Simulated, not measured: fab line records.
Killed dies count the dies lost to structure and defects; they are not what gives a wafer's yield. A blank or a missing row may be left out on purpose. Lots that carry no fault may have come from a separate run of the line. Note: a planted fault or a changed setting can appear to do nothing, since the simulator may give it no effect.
Commonality check across tools | flow gf180mcu | 11 lots, 39 wafers sampled

THE REASON FOR OPENING IT
On 2 of the 11 lots, a flag is raised at GF_M4_CD_MEAS_14 on the reading cd_nm. Wafers without a fault read 279.5 nm, standard deviation 0.95.
Rule: flag the lot when none of its wafers has a number, or when each of its wafers that has one lies beyond 4 standard deviations from that mean. As for the other lots, they are considered sound.

lot  | measured     | on        | cd_nm (nm), wafer by wafer          | flag
L336 | day 23 14:46 | cd_sem-01 | 280.0 281.0 280.8                   |
L340 | day 24 20:35 | cd_sem-01 | 280.0 280.2 280.0                   |
L343 | day 26 01:53 | cd_sem-01 | 279.4 279.1 279.9                   |
L344 | day 26 14:59 | cd_sem-01 | 281.0 280.1 280.9                   |
L345 | day 26 15:59 | cd_sem-01 | 279.3 280.2 279.5                   |
L347 | day 27 10:10 | cd_sem-02 | 278.3 278.9 279.2                   |
L350 | day 28 13:17 | cd_sem-01 | 278.4 279.0 278.5                   |
L352 | day 28 17:23 | cd_sem-02 | 279.9 278.1 279.1                   |
L354 | day 29 09:38 | cd_sem-01 | 252.6 258.1 274.6 252.4 258.6 274.8 | FLAGGED
L355 | day 29 15:28 | cd_sem-01 | 244.9 269.7 236.7 244.5 269.8 236.6 | FLAGGED
L358 | day 30 15:27 | cd_sem-01 | 278.3 279.1 277.9                   |
The numbers of the flagged lots are 256.1 nm on average: -23.4 nm against the usual, or -25 standard deviations.

WHICH TOOL EACH LOT WENT THROUGH
The record holds 2 process steps before the reading, out of a route of 602 steps. Cell contents, in order: the tool; ch with the chambers the sampled wafers went through; the start.
lot  | flag    | GF_V3_ETCH_16                      | GF_M4_EXPOSE_11
L336 |         | rie_diel-02 ch 0,1,3, day 22 13:47 | krf_scanner-01 ch 0, day 23 03:49
L340 |         | rie_diel-04 ch 0,1,2, day 23 20:55 | krf_scanner-01 ch 0, day 24 09:52
L343 |         | rie_diel-02 ch 0,1, day 25 00:35   | krf_scanner-02 ch 0, day 25 12:53
L344 |         | rie_diel-03 ch 0,1,2, day 25 21:13 | krf_scanner-01 ch 0, day 26 04:35
L345 |         | rie_diel-02 ch 0,1,2, day 25 21:21 | krf_scanner-02 ch 0, day 26 05:22
L347 |         | rie_diel-03 ch 1,3, day 26 12:47   | krf_scanner-01 ch 0, day 27 00:28
L350 |         | rie_diel-02 ch 2,3, day 27 16:20   | krf_scanner-01 ch 0, day 28 02:57
L352 |         | rie_diel-04 ch 0,2, day 27 19:40   | krf_scanner-01 ch 0, day 28 07:43
L354 | FLAGGED | rie_diel-02 ch 0,3, day 28 13:38   | krf_scanner-02 ch 0, day 28 23:49
L355 | FLAGGED | rie_diel-03 ch 1,2,3, day 28 19:28 | krf_scanner-02 ch 0, day 29 07:07
L358 |         | rie_diel-03 ch 0,2,3, day 29 19:28 | krf_scanner-01 ch 0, day 30 07:20
These steps, and what they do:
- GF_V3_ETCH_16: etches BARC in N2/H2.
- GF_M4_EXPOSE_11: exposes mask Metal4, target cd 280 nm.
- GF_M4_CD_MEAS_14: target cd 280 nm.

FLAGGED AGAINST TOTAL, ONE TOOL AT A TIME (gauges that did the reading follow at the end)
step             | tool           | lots run | flagged | share of the flagged lots | sound lots run after its first flagged lot
GF_V3_ETCH_16    | rie_diel-02    | 5        | 1       | some                      | 0
GF_V3_ETCH_16    | rie_diel-03    | 4        | 1       | some                      | 1 (L358)
GF_V3_ETCH_16    | rie_diel-04    | 2        | 0       | none                      | -
GF_M4_EXPOSE_11  | krf_scanner-01 | 7        | 0       | none                      | -
GF_M4_EXPOSE_11  | krf_scanner-02 | 4        | 2       | all                       | 0
GF_M4_CD_MEAS_14 | cd_sem-01      | 9        | 2       | all                       | 1 (L358)
GF_M4_CD_MEAS_14 | cd_sem-02      | 2        | 0       | none                      | -

THE TABLE: WHAT IT ALLOWS
krf_scanner-02 at GF_M4_EXPOSE_11 and cd_sem-01 at GF_M4_CD_MEAS_14 are the 2 rows of the table that ran each flagged lot.
- krf_scanner-02 at GF_M4_EXPOSE_11 ran 4 lots, 2 of them flagged. Last sound lot L345 at day 26 05:22, first flagged lot L354 at day 28 23:49; a fault beginning in between fits. Its own readings (exposure_dose_mJ_cm2) fall more than 4 standard deviations out on all wafers of the flagged lots.
- cd_sem-01 at GF_M4_CD_MEAS_14 ran 9 lots, 2 of them flagged. Sound lots followed the first flagged one (L358) on it, something a lasting fault affecting the whole tool could not allow.
krf_scanner-02 at GF_M4_EXPOSE_11 is the single tool remaining.

WHAT HAD BEEN PUT IN BY THE SIMULATOR
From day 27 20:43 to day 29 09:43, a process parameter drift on krf_scanner-02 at GF_M4_EXPOSE_11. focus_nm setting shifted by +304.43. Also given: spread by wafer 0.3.
Shown lots that were struck: L354, L355. The same result came from the rule above.
